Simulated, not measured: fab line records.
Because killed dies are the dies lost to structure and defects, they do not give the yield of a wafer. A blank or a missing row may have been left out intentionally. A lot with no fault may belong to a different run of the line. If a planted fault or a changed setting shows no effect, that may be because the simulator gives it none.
fab line records	flow sky130
record: lots: 5	wafers: 15	last_day: 51
route steps=708 shown VIA2@527 METAL3@532 CAPM@537 PAD_OPEN@708
lots untouched by any fault: they come from a run of this same line in which no faults occurred
start_h: hours from the record's first day to the start of the lot's first wafer shown	wait_h: how many hours have passed since the lot's step before this one	" unchanged from the row above	L1.1+2: several wafers, shown together as one row	- value missing, or start not given	* or withheld: withheld	< > ~ a bound
route shown NAME@n: names a module that has steps shown in the file, with the first one's number in the route	usual: the fault-free wafers' mean and standard deviation	same: alike in all rows	chamber/n: place in a boat	sites: the reading at each site	_std_site: standard deviation across them	_edge_site: mean of outer sites minus mean of inner sites	radius_mm: for every site, how far away it sits from the centre of the wafer	mask NAME#n: copy n	behind: the most recent tool/chamber to have shaped the wafer	hold: reason for holding the lot/hours on hold/outcome of the hold	device: transistor that didn't switch, given as n, p or np	end of line: the route-end tests of the same wafers	a step given without rows: its recipe and nothing more	killed: the dies lost at the first sort to structure and to defects; this is not the yield of the wafer	map: the dies of a wafer, with x for killed, . for not killed, _ for no die there
set.NAME: the run value of the setting; set.NAME@STEP: its run value at that earlier step	model.NAME: the simulator's own value behind a step, which no gauge read
a table for each step, a row for each wafer; lots at some steps of the route
services: from which hour (start_h, from the record's first day; less than 0 if before it) a tool's chamber was out of use, for how many hours, and why
== steps ==
step: SKY_VIA2_SPUTTER_20
recipe: material: TiN	target_thk_nm: 20	chamber_pressure_pa: 4.881	power_w: 4000	time_s: 80
step: SKY_VIA2_CVD_21
recipe: material: W	target_thk_nm: 420	time_s: 126.4	temp_c: 400	pressure_torr: 40
usual: heater_power_w: 824/59
lot.wafer	tool	chamber	start_h	wait_h	heater_power_w
L731.2	cvd_w-01	0	943.36	0.0	814
L731.3	"	0	"	"	791
L731.4	"	1	"	"	757
L732.1	cvd_w-01	0	950.00	0.0	788
L732.2	"	1	"	"	780
L732.3	"	1	"	"	785
L740.1	cvd_w-01	1	1004.86	0.0	751
L740.4	"	1	"	"	767
L740.6	"	0	"	"	808
L742.2	cvd_w-01	1	1022.33	0.0	783
L742.4	"	0	"	"	795
L742.5	"	1	"	"	747
L744.1	cvd_w-02	1	1029.83	0.0	784
L744.2	"	0	"	"	918
L744.3	"	0	"	"	925
step: SKY_VIA2_RS_MEAS_22
recipe: thk_meas_gauge: four-point-probe	reads: W_of_VIA2_CVD_21+TiN_of_VIA2_SPUTTER_20
usual: VIA2_W_RS: 0.274/0.0035
lot.wafer	tool	chamber	start_h	wait_h	VIA2_W_RS[ohm/sq]
L731.2	film_metro-01	-	943.51	0.1	0.277
L731.3	"	-	"	"	0.277
L731.4	"	-	"	"	0.273
L732.1	film_metro-02	-	950.13	0.1	0.273
L732.2	"	-	"	"	0.272
L732.3	"	-	"	"	0.269
L740.1	film_metro-03	-	1004.99	0.1	0.269
L740.4	"	-	"	"	0.273
L740.6	"	-	"	"	0.273
L742.2	film_metro-03	-	1022.48	0.1	0.270
L742.4	"	-	"	"	0.278
L742.5	"	-	"	"	0.274
L744.1	film_metro-02	-	1029.96	0.1	0.276
L744.2	"	-	"	"	0.278
L744.3	"	-	"	"	0.280
step: SKY_VIA2_THK_MEAS_23
recipe: thk_meas_gauge: xrf	reads: W_of_VIA2_CVD_21
usual: VIA2_W_THK: 429/7.1
lot.wafer	tool	chamber	start_h	wait_h	VIA2_W_THK[nm]
L731.2	film_metro-01	-	943.62	0.1	428
L731.3	"	-	"	"	426
L731.4	"	-	"	"	435
L732.1	film_metro-02	-	950.25	0.1	431
L732.2	"	-	"	"	434
L732.3	"	-	"	"	438
L740.1	film_metro-03	-	1005.11	0.1	441
L740.4	"	-	"	"	431
L740.6	"	-	"	"	430
L742.2	film_metro-03	-	1022.59	0.1	431
L742.4	"	-	"	"	418
L742.5	"	-	"	"	419
L744.1	film_metro-02	-	1030.08	0.1	427
L744.2	"	-	"	"	424
L744.3	"	-	"	"	423
step: SKY_VIA2_CMP_24
recipe: stop_on: SiO2	t_overpolish_s: 20	down_force_psi: 3.5	platen_rpm: 60	target_thk_nm: 0	pad_velocity_m_s: 0.94248
step: SKY_METAL3_SPUTTER_00
recipe: material: Ti	target_thk_nm: 15	power_w: 3000	time_s: 10	chamber_pressure_pa: 0.4
usual: cathode_dc_power_W: 3000.0/0.57	chamber_pressure_pa: 0.4001/0.00078	throttle_valve_pct: 30.2/1.1
lot.wafer	tool	chamber	start_h	wait_h	cathode_dc_power_W	chamber_pressure_pa	throttle_valve_pct
L731.2	pvd_sputter-03	-	943.97	0.1	3000.4	0.4003	29.8
L731.3	"	-	"	"	2999.7	0.3997	30.3
L731.4	"	-	"	"	2999.5	0.3986	28.5
L732.1	pvd_sputter-04	-	950.61	0.2	3000.2	0.4000	29.7
L732.2	"	-	"	"	3000.1	0.4012	30.7
L732.3	"	-	"	"	2999.3	0.4002	30.0
L740.1	pvd_sputter-03	-	1005.47	0.2	3001.2	0.4000	29.9
L740.4	"	-	"	"	3000.7	0.4007	28.7
L740.6	"	-	"	"	2999.1	0.4008	28.8
L742.2	pvd_sputter-03	-	1023.07	0.2	3000.0	0.4013	29.5
L742.4	"	-	"	"	3000.4	0.3999	31.6
L742.5	"	-	"	"	3000.6	0.4001	28.6
L744.1	pvd_sputter-03	-	1030.44	0.1	3000.4	0.4002	31.9
L744.2	"	-	"	"	2999.6	0.3984	28.6
L744.3	"	-	"	"	2999.0	0.3988	30.4
step: SKY_METAL3_SPUTTER_01
recipe: material: TiN	target_thk_nm: 20	power_w: 6500	time_s: 16.7	chamber_pressure_pa: 0.4
step: SKY_METAL3_SPUTTER_02
recipe: material: AlCu	target_thk_nm: 735	power_w: 10600	time_s: 39.1	chamber_pressure_pa: 0.4
step: SKY_METAL3_SPUTTER_03
recipe: material: Ti	target_thk_nm: 5	power_w: 3000	time_s: 3.3	chamber_pressure_pa: 0.4
step: SKY_METAL3_SPUTTER_04
recipe: material: TiN	target_thk_nm: 70	power_w: 6500	time_s: 58.3	chamber_pressure_pa: 0.4
usual: cathode_dc_power_W: 6500.0/1.3	chamber_pressure_pa: 0.4000/0.00084	throttle_valve_pct: 30.2/1.1
lot.wafer	tool	chamber	start_h	wait_h	cathode_dc_power_W	chamber_pressure_pa	throttle_valve_pct
L731.2	pvd_sputter-03	-	944.07	0.0	6499.9	0.4002	30.1
L731.3	"	-	"	"	6498.5	0.3996	30.4
L731.4	"	-	"	"	6501.7	0.3990	28.7
L732.1	pvd_sputter-04	-	950.71	0.0	6501.0	0.4005	29.7
L732.2	"	-	"	"	6500.0	0.3983	30.6
L732.3	"	-	"	"	6500.6	0.4009	29.9
L740.1	pvd_sputter-03	-	1005.58	0.0	6497.6	0.3990	29.9
L740.4	"	-	"	"	6500.1	0.3994	28.8
L740.6	"	-	"	"	6500.3	0.4011	28.7
L742.2	pvd_sputter-03	-	1023.18	0.0	6499.9	0.4014	29.6
L742.4	"	-	"	"	6500.1	0.3983	31.9
L742.5	"	-	"	"	6500.5	0.3988	28.5
L744.1	pvd_sputter-03	-	1030.54	0.0	6497.7	0.4003	31.6
L744.2	"	-	"	"	6499.5	0.3990	28.7
L744.3	"	-	"	"	6499.4	0.4003	30.6
step: SKY_CAPM_CVD_00
recipe: material: SiO2	target_thk_nm: 15.5	temp_c: 400	time_s: withheld	rf_w: 450
usual: heater_power_w: 707/83
lot.wafer	tool	chamber	start_h	wait_h	heater_power_w
L731.2	pecvd-04	1	944.12	0.0	821
L731.3	"	0	"	"	684
L731.4	"	1	"	"	792
L732.1	pecvd-03	2	950.76	0.0	663
L732.2	"	0	"	"	791
L732.3	"	1	"	"	641
L740.1	pecvd-03	0	1005.62	0.0	837
L740.4	"	0	"	"	826
L740.6	"	0	"	"	829
L742.2	pecvd-03	0	1023.23	0.0	819
L742.4	"	1	"	"	783
L742.5	"	2	"	"	772
L744.1	pecvd-03	2	1030.59	0.0	664
L744.2	"	1	"	"	696
L744.3	"	0	"	"	836
step: SKY_CAPM_THK_MEAS_01
recipe: reads: SiO2_of_CAPM_CVD_00
usual: CAPM_CVD_00_THK: 15.51/0.23
lot.wafer	tool	chamber	start_h	wait_h	CAPM_CVD_00_THK[nm]
L731.2	film_metro-01	-	944.17	-	15.61
L731.3	"	-	"	"	15.62
L731.4	"	-	"	"	15.76
L732.1	film_metro-01	-	950.78	-	15.38
L732.2	"	-	"	"	15.40
L732.3	"	-	"	"	14.96
L740.1	film_metro-04	-	1005.66	-	15.34
L740.4	"	-	"	"	15.80
L740.6	"	-	"	"	15.63
L742.2	film_metro-02	-	1023.26	-	15.48
L742.4	"	-	"	"	15.51
L742.5	"	-	"	"	16.07
L744.1	film_metro-01	-	1030.61	-	15.60
L744.2	"	-	"	"	15.11
L744.3	"	-	"	"	15.24
step: SKY_CAPM_SPUTTER_02
recipe: material: TiN	target_thk_nm: 200	temp_c: 300	power_w: 6500	time_s: 166.7	chamber_pressure_pa: 0.4
usual: cathode_dc_power_W: 6499.9/1.2	chamber_pressure_pa: 0.4000/0.00078	throttle_valve_pct: 30.2/0.87
lot.wafer	tool	chamber	start_h	wait_h	cathode_dc_power_W	chamber_pressure_pa	throttle_valve_pct	model.TiN_of_CAPM_SPUTTER_02.thk_nm
L731.2	pvd_sputter-04	-	944.22	0.0	6499.3	0.3993	30.9	199.1
L731.3	"	-	"	"	6501.5	0.4009	29.8	201
L731.4	"	-	"	"	6502.0	0.3996	29.7	201
L732.1	pvd_sputter-02	-	950.84	0.1	6500.7	0.4006	31.1	202.9
L732.2	"	-	"	"	6501.1	0.3994	29.6	201
L732.3	"	-	"	"	6499.3	0.3994	30.1	202.9
L740.1	pvd_sputter-04	-	1005.72	0.1	6499.8	0.3986	31.5	202.3
L740.4	"	-	"	"	6499.4	0.4004	29.9	202.7
L740.6	"	-	"	"	6499.2	0.3996	31.7	202.5
L742.2	pvd_sputter-02	-	1023.31	0.0	6500.3	0.4003	30.0	199.2
L742.4	"	-	"	"	6500.3	0.3987	29.5	197
L742.5	"	-	"	"	7420.3	0.4003	31.2	229.3
L744.1	pvd_sputter-02	-	1030.67	0.1	6498.3	0.4008	29.6	201.2
L744.2	"	-	"	"	6500.5	0.3998	30.1	203.2
L744.3	"	-	"	"	6499.9	0.3994	29.5	200.4
step: SKY_CAPM_RS_MEAS_03
recipe: thk_meas_gauge: four-point-probe	reads: TiN_of_CAPM_SPUTTER_02
usual: CAPM_TIN_RS: 6.88/0.078
lot.wafer	tool	chamber	start_h	wait_h	CAPM_TIN_RS[ohm/sq]
L731.2	film_metro-02	-	944.35	0.1	6.93
L731.3	"	-	"	"	6.86
L731.4	"	-	"	"	6.88
L732.1	film_metro-04	-	950.95	0.1	6.81
L732.2	"	-	"	"	6.88
L732.3	"	-	"	"	6.80
L740.1	film_metro-01	-	1005.83	0.1	6.84
L740.4	"	-	"	"	6.82
L740.6	"	-	"	"	6.82
L742.2	film_metro-01	-	1023.44	0.1	6.96
L742.4	"	-	"	"	7.03
L742.5	"	-	"	"	6.01
L744.1	film_metro-01	-	1030.78	0.1	6.87
L744.2	"	-	"	"	6.81
L744.3	"	-	"	"	6.90
step: SKY_CAPM_THK_MEAS_04
recipe: thk_meas_gauge: xrf	reads: TiN_of_CAPM_SPUTTER_02
usual: CAPM_TIN_THK: 201.1/2.3
lot.wafer	tool	chamber	start_h	wait_h	CAPM_TIN_THK[nm]
L731.2	film_metro-02	-	944.46	0.1	200.3
L731.3	"	-	"	"	201.8
L731.4	"	-	"	"	201.1
L732.1	film_metro-04	-	951.07	0.1	205.3
L732.2	"	-	"	"	203.4
L732.3	"	-	"	"	205.2
L740.1	film_metro-01	-	1005.95	0.1	201.9
L740.4	"	-	"	"	202.4
L740.6	"	-	"	"	201.7
L742.2	film_metro-01	-	1023.55	0.1	198.8
L742.4	"	-	"	"	196.5
L742.5	"	-	"	"	228.7
L744.1	film_metro-01	-	1030.90	0.1	200.5
L744.2	"	-	"	"	202.7
L744.3	"	-	"	"	200.0
step: SKY_CAPM_DEHYDRATE_05
recipe: temp_c: 200	time_s: 60
step: SKY_CAPM_HMDS_06
recipe: prime_time_s: 60	prime_temp_c: 120
step: SKY_CAPM_COAT_07
recipe: resist: NOVOLAK	spin_rpm: 3000	resist_thk_nm: 1140
step: SKY_CAPM_SOFTBAKE_08
recipe: temp_c: 90	time_s: 60	resist: NOVOLAK
step: SKY_CAPM_EXPOSE_09
recipe: mask_id: CAPM	na: 0.6	source_shape: conventional	sigma_outer: 0.6	polarization: unpolarized	target_cd_nm: 1000	dose_mj: 159
step: SKY_CAPM_PEB_10
recipe: temp_c: withheld	time_s: *	resist: NOVOLAK
step: SKY_CAPM_DEVELOP_11
recipe: resist: NOVOLAK	developer: TMAH	develop_time_s: 60	dev_temp_c: 23
step: SKY_CAPM_OVL_MEAS_12
usual: CAPM_OVL: 0.9/1.3
lot.wafer	tool	chamber	start_h	wait_h	CAPM_OVL[nm]
L731.2	overlay-01	-	968.44	0.1	2.0
L731.3	"	-	"	"	1.8
L731.4	"	-	"	"	2.2
L732.1	overlay-02	-	975.73	0.1	1.5
L732.2	"	-	"	"	2.5
L732.3	"	-	"	"	3.4
L740.1	overlay-01	-	1029.58	0.1	1.9
L740.4	"	-	"	"	1.6
L740.6	"	-	"	"	2.7
L742.2	overlay-02	-	1046.79	0.1	0.6
L742.4	"	-	"	"	-0.1
L742.5	"	-	"	"	0.8
L744.1	overlay-01	-	1053.91	0.1	-1.3
L744.2	"	-	"	"	-1.4
L744.3	"	-	"	"	-1.2
step: SKY_CAPM_METAL_ETCH_13
recipe: target_depth_nm: 220	stop_on: SiO2	chemistry: Cl2/BCl3	target: TiN	pressure_mtorr: 10	icp_w: 900	bias_w: 48.5	Cl2_flow_sccm: 60	bcl3_flow_sccm: 30	time_s: 62.9
usual: bcl3_flow_sccm: 29.97/0.085	drypump_motor_current_A: 5.6/0.44	oes_product_au: 0.943/0.0085	throttle_valve_pct: 21.899/0.011
lot.wafer	tool	chamber	start_h	wait_h	bcl3_flow_sccm	drypump_motor_current_A	oes_product_au	rf_hours_counter_h	throttle_valve_pct
L731.2	rie_metal-03	1	968.47	0.0	29.90	5.1	0.943	4	21.901
L731.3	"	1	"	"	29.94	5.1	0.943	-	21.888
L731.4	"	0	"	"	30.11	5.1	0.945	-	21.890
L732.1	rie_metal-01	1	975.77	0.0	30.04	5.3	0.959	18	21.891
L732.2	"	0	"	"	29.89	5.9	0.949	5	21.900
L732.3	"	0	"	"	30.04	5.9	0.951	-	21.898
L740.1	rie_metal-01	0	1029.62	0.0	30.00	5.9	0.944	8	21.896
L740.4	"	0	"	"	29.99	5.9	0.952	-	21.896
L740.6	"	0	"	"	30.03	5.9	0.947	-	21.885
L742.2	rie_metal-01	0	1046.82	0.0	30.00	5.9	0.934	9	21.888
L742.4	"	0	"	"	30.08	5.9	0.931	-	21.908
L742.5	"	1	"	"	29.87	5.4	0.983	-	21.864
L744.1	rie_metal-02	1	1053.94	0.0	29.99	6.2	0.937	17	21.902
L744.2	"	0	"	"	29.90	6.1	0.950	4	21.888
L744.3	"	1	"	"	30.05	6.2	0.941	-	21.897
step: SKY_CAPM_STRIP_14
recipe: chemistry: O2/N2	power_w: 1400	pressure_mtorr: 1500	platen_temp_c: withheld	o2_flow_sccm: 3000	n2_flow_sccm: 300	overash_fraction: 0.5
usual: drypump_motor_current_A: 5.89/0.3	oes_product_au: 0.710/0.0047	strip_time_to_endpoint_s: 12.65/0.047
same: overash_fraction: 0.5
lot.wafer	tool	chamber	start_h	wait_h	drypump_motor_current_A	oes_product_au	rf_hours_counter_h	strip_time_to_endpoint_s
L731.2	plasma_asher-04	1	968.54	0.1	5.68	0.707	53	12.71
L731.3	"	1	"	"	5.68	0.706	-	12.71
L731.4	"	0	"	"	6.20	0.714	-	12.70
L732.1	plasma_asher-04	1	975.84	0.1	5.67	0.716	54	12.60
L732.2	"	0	"	"	6.20	0.714	54	12.63
L732.3	"	1	"	"	5.67	0.714	-	12.56
L740.1	plasma_asher-03	0	1029.69	0.1	5.67	0.711	122	12.69
L740.4	"	1	"	"	5.59	0.713	-	12.63
L740.6	"	0	"	"	5.66	0.710	-	12.63
L742.2	plasma_asher-04	0	1046.89	0.1	6.23	0.712	61	12.67
L742.4	"	1	"	"	5.63	0.707	-	12.67
L742.5	"	0	"	"	6.18	0.701	-	12.64
L744.1	plasma_asher-02	1	1054.04	0.1	6.35	0.710	86	12.58
L744.2	"	0	"	"	5.69	0.711	86	12.60
L744.3	"	0	"	"	5.67	0.707	-	12.67
step: SKY_CAPM_STRIP_15
recipe: chemistry: post_etch_residue_remover	time_s: 1200	temp_c: 72.5
lot.wafer	tool	chamber	start_h	wait_h	model.TiN_of_CAPM_SPUTTER_02.thk_nm
L731.2	wet_bench-03	2	968.64	0.1	198.7
L731.3	"	2	"	"	200.6
L731.4	"	2	"	"	200.5
L732.1	wet_bench-04	2	975.94	0.1	202.4
L732.2	"	2	"	"	200.6
L732.3	"	2	"	"	202.5
L740.1	wet_bench-01	1	1029.79	0.1	201.9
L740.4	"	1	"	"	202.2
L740.6	"	1	"	"	202.1
L742.2	wet_bench-03	2	1046.99	0.1	198.7
L742.4	"	2	"	"	196.5
L742.5	"	2	"	"	228.8
L744.1	wet_bench-03	0	1054.14	0.1	200.8
L744.2	"	0	"	"	202.8
L744.3	"	0	"	"	199.9
step: SKY_CAPM_CLEAN_16
recipe: chemistry: IPA	time_s: 180	temp_c: 25
step: SKY_PAD_OPEN_PROBE_99
usual: defect_limited_yield: 82.5/2.2	killed_at_M0_to_M3: 43/7.5	killed_at_M4_up: 3.2/1.9	killed_at_contacts: 24/5.6	killed_at_front_end: 15/4.8	killed_at_other: 0.2/0.54	killed_dies: 86/11	killed_on_rim: 17/3.6	killed_open: 47/7.6	killed_short: 39/7.1	sort_bin_3_pad_short: 0.8/0.36	sort_bin_5_function: 10.4/1.6	sort_bin_6_memory: 6.3/1.3	sort_n_pass: 406/11	sort_yield_pct: 82.5/2.2
same: gross_dies: 492	killed_at_back_side: 0	sort_bin_4_leakage[%]: 0	sort_bin_8_speed[%]: 0
lot.wafer	tool	chamber	start_h	wait_h	defect_limited_yield[%]	killed_at_M0_to_M3	killed_at_M4_up	killed_at_contacts	killed_at_front_end	killed_at_other	killed_dies	killed_on_rim	killed_open	killed_short	sort_bin_3_pad_short[%]	sort_bin_5_function[%]	sort_bin_6_memory[%]	sort_n_pass	sort_yield_pct[%]
L731.2	prober-02	-	1156.93	0.1	81.9	38	4	19	28	0	89	18	54	35	0.6	10.8	6.7	403	81.9
L731.3	prober-02	-	1156.98	0.2	82.3	45	8	14	20	0	87	20	52	35	0.8	10.8	6.1	405	82.3
L731.4	prober-02	-	1157.03	0.2	79.5	43	1	26	31	0	101	13	63	38	1.6	12.6	6.3	391	79.5
L742.2	prober-01	-	1214.26	0.1	82.7	37	3	30	15	0	85	16	55	30	0.2	11.8	5.3	407	82.7
L742.4	prober-01	-	1214.36	0.2	81.1	53	4	25	11	0	93	25	48	45	1.2	11.6	6.1	399	81.1
L742.5	prober-01	-	1214.41	0.2	0.4	47	5	19	20	399	490	96	53	38	81.9	11.0	6.7	2	0.4
killed by level:class
L731.2 VIA3:geometric_particle:open=10 FIELD_ISO:geometric_particle:open=9 VIA1:geometric_particle:open=8 LI_CONTACT:geometric_particle:open=7 CONTACT:geometric_particle:open=7 POLY_GATE:geometric_particle:open=6 FIELD_ISO:geometric_particle:short=5 POLY_GATE:geometric_particle:short=5
L731.3 VIA1:geometric_particle:open=13 VIA3:geometric_particle:open=8 LI_CONTACT:geometric_particle:open=6 POLY_GATE:geometric_particle:short=5 CONTACT:geometric_particle:open=5 VIA2:geometric_particle:open=5 METAL2:geometric_particle:short=5 FIELD_ISO:geometric_particle:open=4
L731.4 FIELD_ISO:geometric_particle:open=13 VIA1:geometric_particle:open=12 CONTACT:geometric_particle:open=9 LI_CONTACT:geometric_particle:open=9 FIELD_ISO:geometric_particle:short=5 POLY_GATE:geometric_particle:short=5 POLY_GATE:geometric_particle:open=5 METAL1:geometric_particle:short=5
L742.2 VIA1:geometric_particle:open=16 CONTACT:geometric_particle:open=11 VIA2:geometric_particle:open=7 POLY_GATE:geometric_particle:open=7 CONTACT:geometric_particle:short=7 LI_CONTACT:geometric_particle:open=5 METAL2:geometric_particle:short=4 LOCAL_INTERCONNECT:geometric_particle:short=4
L742.4 VIA1:geometric_particle:open=12 LI_CONTACT:geometric_particle:open=8 CONTACT:geometric_particle:open=8 VIA3:geometric_particle:open=8 METAL2:geometric_particle:short=7 VIA1:geometric_particle:short=6 VIA3:geometric_particle:short=5 LOCAL_INTERCONNECT:geometric_particle:short=4
L742.5 CAPM:area_etch=399 VIA1:geometric_particle:open=12 VIA3:geometric_particle:open=9 CONTACT:geometric_particle:open=7 LOCAL_INTERCONNECT:geometric_particle:short=6 FIELD_ISO:geometric_particle:short=5 POLY_GATE:geometric_particle:open=5 LI_CONTACT:geometric_particle:open=5
map L742.5 (x killed, . not)
__________xxxxxxxxxx_________
________xxxxxxxxxxxxxx_______
______xxxxxxxxxxxxxxxxxx_____
_____xxxxxxxxxxxxxxxxxxxx____
____xxxxxxxxxxxxxxxxxxxxxx___
___xxxxxxxxxxxxxxxxxxxxxxxx__
__xxxxxxxxxxxxxxxxxxxxxxxxxx_
_xxxxx.xxxxxxxxxxxxxxxxxxxxxx
_xxxxxxxxxxxxxxxxxxxxxxxxxxxx
_xxxxxxxxxxxxxxxxxxxxxxxxxxxx
_xxxxxxxxxxxxxxxxxxxxxxxxxxxx
_xxxxxxxxxxxxxxxxxxxxxxxxxxxx
_xxxxxxxxxxxxxxxxxxxxxxxxxxxx
_xxxxxxxxxxxxxxxxxxxxxxxxxxxx
_xxxxxxxxxxxxxxxxxxxxxxxxxxxx
__xxxxx.xxxxxxxxxxxxxxxxxxxx_
___xxxxxxxxxxxxxxxxxxxxxxxx__
____xxxxxxxxxxxxxxxxxxxxxx___
_____xxxxxxxxxxxxxxxxxxxx____
______xxxxxxxxxxxxxxxxxx_____
________xxxxxxxxxxxxxx_______
__________xxxxxxxxxx_________
map L732.1 (x killed, . not)
__________.........._________
________....x..x......_______
______x.x...xx.x..x..x.._____
_____xx.x.xx.......xx..x.____
____x..........x..........___
___x......xx.x..x....x...x.__
__....x....x........xx...x.._
_...xx............x..x.....x.
_........x....x....x.........
_x.x.................xxxx..x.
_xx.......x.x.x...x....x..x..
_.....xxx.....xx....x..x....x
_x...........x.....xx..x..xx.
_....xx......x........x...x..
_...xxxx...x.xx...x.x..x.....
__......x..x..x..........x.._
___.........x..x.x....xx...__
____x......x.x.x..x..x....___
_____.x..............x...____
______.x.x..xx..x.x....._____
________.............x_______
__________x....x.x.._________
== services ==
tool	chamber	start_h	hours	kind
pecvd-03	-	925.94	0.3	repair
pvd_sputter-02	-	927.52	1.5	repair
pecvd-04	2	934.60	18.8	repair
cvd_w-02	-	949.71	6.9	pm
pvd_sputter-03	-	950.54	4.1	repair
pecvd-03	1	953.40	2.1	scheduled_down
plasma_asher-02	-	953.58	6.3	repair
cvd_w-01	0	957.94	3.7	repair
cvd_w-02	0	962.46	3.0	repair
rie_metal-01	1	964.54	10.8	repair
pvd_sputter-02	-	966.98	1.5	repair
wet_bench-01	-	981.45	4.9	repair
cvd_w-01	-	986.41	4.7	repair
pecvd-03	-	992.13	6.0	pm
pvd_sputter-04	1	996.93	-	consumable_replace:kit
wet_bench-01	-	1000.40	1.9	pm
cvd_w-01	0	1025.39	22.1	repair
cvd_w-02	1	1027.31	1.9	repair
pvd_sputter-04	-	1034.53	5.1	repair
pvd_sputter-03	3	1040.94	-	consumable_replace:kit
pvd_sputter-03	3	1040.94	18.0	scheduled_down
pvd_sputter-03	3	1040.94	18.0	vent_cycle
rie_metal-01	-	1051.29	3.2	repair
pvd_sputter-04	-	1053.54	5.3	repair
== key ==
first_sign: step: SKY_CAPM_SPUTTER_02	reading: cathode_dc_power_W	direction: up	sigmas: 99+	usual: 6499.9	struck: 7420.3
effect: step: SKY_CAPM_RS_MEAS_03	reading: CAPM_TIN_RS	direction: down	sigmas: 11	usual: 6.88	struck: 6.01
effect: step: SKY_CAPM_THK_MEAS_04	reading: CAPM_TIN_THK	direction: up	sigmas: 12	usual: 201.1	struck: 228.7
effect: step: SKY_CAPM_METAL_ETCH_13	reading: oes_product_au	direction: up	sigmas: 4.7	usual: 0.943	struck: 0.983
effect: step: SKY_PAD_OPEN_PROBE_99	reading: killed_at_other	direction: up	sigmas: 99+	usual: 0.2	struck: 399
model_effect: step: SKY_CAPM_SPUTTER_02	value: TiN_of_CAPM_SPUTTER_02.thk_nm	without: 201	struck: 229.3
model_effect: step: SKY_CAPM_STRIP_15	value: TiN_of_CAPM_SPUTTER_02.thk_nm	without: 200.6	struck: 228.8
more_kills_born_at: SKY_CAPM_METAL_ETCH_13@rie_metal-01: 399
met_at SKY_CAPM_SPUTTER_02
struck_wafers L742.5
later_rows_left_out L742.5
onset_between 950.84 1023.31
fault: kind: process_parameter_drift	tool: pvd_sputter-02	chamber: -	onset_h: 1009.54	steps: SKY_CAPM_SPUTTER_02	channel: power_w	offset: *	shape: step	end_h: 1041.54	acts_in: *	stated: *	scope: struck_wafers_only
later_rows_left_out: the simulator's readings of these wafers behind a module that went badly wrong aren't trusted and aren't shown, but for the sort
